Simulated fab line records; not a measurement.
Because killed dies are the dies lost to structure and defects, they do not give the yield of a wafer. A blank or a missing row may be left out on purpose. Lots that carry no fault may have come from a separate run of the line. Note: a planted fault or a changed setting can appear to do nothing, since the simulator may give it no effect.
A single fault, viewed from 2 desks -- flow sky130 -- only its own numbers are on each desk; what lay behind them is given at the end

## METROLOGY DESK
Means of the sampled wafers that have a number, per lot and without regard to the tool the lot ran on: this is what the gauges read. Any lot whose mean is over 4 standard deviations away from the usual mean is out of limits and marked OUT; that distance is given in the brackets.
Columns: A = CONTACT_W_THK at SKY_CONTACT_THK_MEAS_26, usual 345 nm; B = METAL1_ALCU_RS at SKY_METAL1_RS_MEAS_05, usual 0.1267 ohm/sq; C = METAL1_ALCU_THK at SKY_METAL1_THK_MEAS_06, usual 249 nm; D = VIA1_W_RS at SKY_VIA1_RS_MEAS_22, usual 0.425 ohm/sq; E = VIA1_W_THK at SKY_VIA1_THK_MEAS_23, usual 276 nm
lot,first seen here,A,B,C,D,E
L612,day 32 10:17,339,0.1273,247,0.431,275
L613,day 33 00:55,349,0.1289,243,0.426,274
L614,day 33 02:40,340,0.1253,252,0.390 (-5.6) OUT,307 (+7.0) OUT
L618,day 34 06:56,338,0.1243,253,0.346 (-12) OUT,350 (+17) OUT
L624,day 36 08:53,354,0.1293,244,0.418,279
L625,day 36 15:36,337,0.1264,250,0.426,273
L626,day 37 00:46,348,0.1251,253,0.428,271
L630,day 37 23:33,343,0.1271,247,0.438,269
L631,day 38 12:25,349,0.1270,248,0.428,274
L632,day 38 16:28,345,0.1263,248,0.418,279
Per this desk, out of limits: L614, L618; the first was L614, day 35 10:41 (VIA1_W_RS at SKY_VIA1_RS_MEAS_22). L612, L613, L624, L625, L626, L630, L631, L632: within limits.

## THE TOOL OWNER'S DESK: cvd_w-02
The tool's own readings at SKY_VIA1_CVD_21 (deposits W, target thk 270 nm, time 80.902 s): means of the sampled wafers that have a number, for each lot that ran on this tool. Any lot whose mean is over 4 standard deviations away from the usual mean is out of limits and marked OUT; that distance is given in the brackets.
Columns: A = chamber_pressure_Torr at SKY_VIA1_CVD_21, usual 40.00 Torr; B = heater_power_w at SKY_VIA1_CVD_21, usual 798 W
lot,first seen here,A,B
L612,day 34 18:53,40.03,851
L613,day 35 08:31,40.01,799
L614,day 35 10:34,39.95,818
L618,day 36 14:10,39.88,863
L626,day 39 06:08,40.10,803
L630,day 40 04:39,39.99,872
L631,day 40 16:52,39.92,812
Result from this desk: across the 7 lots, nothing is out of limits.

## ALL TOGETHER
An alarm was possible from the metrology desk at day 35 10:41, on L614, L618.
Nothing out of limits was seen by the tool owner's desk.
On record at the tool owner's desk: L614, L618, within its limits.
The lots listed all ran SKY_VIA1_CVD_21 on cvd_w-02.

## WHAT THE SIMULATOR HAD PUT IN
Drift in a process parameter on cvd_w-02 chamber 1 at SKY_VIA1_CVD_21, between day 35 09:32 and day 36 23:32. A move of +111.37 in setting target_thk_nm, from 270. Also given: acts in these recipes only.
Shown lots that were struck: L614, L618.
Hours from the fault's start to each desk's first reading out of limits: the metrology desk, 1.
